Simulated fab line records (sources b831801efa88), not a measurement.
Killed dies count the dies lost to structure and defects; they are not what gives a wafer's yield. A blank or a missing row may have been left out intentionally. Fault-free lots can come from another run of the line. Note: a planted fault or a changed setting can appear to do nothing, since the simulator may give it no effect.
Split-lot experiment	flow sfq_line	23 wafers read from 5 lots, route of 325 steps

== ABOUT THE SPLIT ==
At SFQ_TRILAYER_A5C_DEP_PECVD_142 (deposits SiO2 from SiH4/N2O, time 15.556 s, target thk 70 nm), the setting time_s was moved away from the recipe's 15.556 s on 7 of the 23 wafers read, by -10.8% to +13.9%. All remaining wafers had this setting at the recipe value.

The split's own step is where the reading is taken.

== THE READING ==
SiO2_of_TRILAYER_A5C_DEP_PECVD_142.thk_nm (the simulator's own value, which no gauge read), in nm, at SFQ_TRILAYER_A5C_DEP_PECVD_142 (deposits SiO2 from SiH4/N2O, time 15.556 s, target thk 70 nm). The file gives no usual value for it. The 16 wafers here that ran the recipe average 70.55 nm, standard deviation 0.72 nm.

wafer	tool, chamber at the split	time_s as run, s	against the recipe	SiO2_of_TRILAYER_A5C_DEP_PECVD_142.thk_nm, nm	against lot-mates on the recipe
L075.1	pecvd-02, 0	15.556	recipe	69.36	-
L075.5	pecvd-02, 0	15.556	recipe	70.22	-
L075.6	pecvd-02, 2	15.556	recipe	71.11	-
L080.1	pecvd-04, 1	15.556	recipe	71.18	-
L080.2	pecvd-04, 2	15.556	recipe	70.38	-
L080.3	pecvd-04, 0	15.556	recipe	70.53	-
L080.4	pecvd-04, 0	15.556	recipe	70.78	-
L080.5	pecvd-04, 2	15.556	recipe	72.11	-
L081.2	pecvd-03, 1	15.556	recipe	69.44	-
L081.3	pecvd-03, 2	17.72	+13.9%	78.19	+8.02
L081.4	pecvd-03, 2	17.72	+13.9%	79.61	+9.44
L081.5	pecvd-03, 0	15.556	recipe	69.92	-
L081.6	pecvd-03, 1	15.556	recipe	71.14	-
L083.2	pecvd-04, 2	13.87	-10.8%	62.66	-8.48
L083.3	pecvd-04, 0	13.87	-10.8%	61.08	-10.06
L083.4	pecvd-04, 2	15.556	recipe	70.83	-
L083.5	pecvd-04, 1	15.556	recipe	71.45	-
L083.6	pecvd-04, 0	13.87	-10.8%	62.58	-8.56
L085.1	pecvd-02, 2	15.556	recipe	69.76	-
L085.2	pecvd-02, 0	15.556	recipe	70.27	-
L085.4	pecvd-02, 2	15.556	recipe	70.33	-
L085.5	pecvd-02, 1	14.27	-8.3%	64.45	-5.67
L085.6	pecvd-02, 0	14.27	-8.3%	65.35	-4.77

FIT RESULTS
A straight line over all 23 wafers: SiO2_of_TRILAYER_A5C_DEP_PECVD_142.thk_nm changes by +0.679 nm for each +1% of time_s; r = +0.98; the points scatter about the line by 0.87 nm.
The same after taking each lot's own level away (the mean of its wafers on the recipe; 23 wafers): +0.706 nm for each +1%; r = +0.98; scatter 0.88 nm.
The reading moves by 9.8 nm for the largest change in time_s, on that fit.
Across the lots, their own levels run from 70.120 to 71.140 nm, a range of 1.4 times the standard deviation given above.
Hence the lot-to-lot level has little effect on the slope; both slopes agree.
Check: +10.3 nm against its lot-mates is what the line predicts for one of the wafers moved furthest among these (+13.9%) when that wafer is left out of the fit. Against them it came out at +8.02 nm.

== THE OTHER SPLITS THESE WAFERS WENT THROUGH ==
Other splits were also applied to these wafers ahead of the reading. Each is held against what the fit with the lots' levels taken away leaves over:
other split on the same wafers	wafers away from the commonest value	r with SiO2_of_TRILAYER_A5C_DEP_PECVD_142.thk_nm (lot level and that fit taken away)
SFQ_TRILAYER_I4_CMP_CMP_100 leave_above_ref_nm	5	-0.13
SFQ_TRILAYER_I4_VIA_LITHO_COAT_103 spin_rpm	9	-0.02
SFQ_TRILAYER_I4_VIA_BARC_OPEN_VIA_ETCH_146 source_w	7	-0.08
SFQ_TRILAYER_JJ_TRILAYER_DEP_SPUTTER_112 time_s	7	+0.00
SFQ_TRILAYER_JJ_CE_LITHO_COAT_119 resist_thk_nm	8	+0.08
SFQ_TRILAYER_JJ_CE_ETCH_RIE_118 icp_w	6	+0.24
SFQ_TRILAYER_M5_LITHO_COAT_123 resist_thk_nm	11	+0.35
SFQ_TRILAYER_M5_ETCH_METAL_ETCH_126 bias_w	8	+0.16
SFQ_TRILAYER_R5_LITHO_PEB_139 peb_temp_c	12	+0.13

== THE FILE'S OWN FIT ==
SiO2_of_TRILAYER_A5C_DEP_PECVD_142.thk_nm changes by +0.692 nm for each +1% of time_s, r = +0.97.
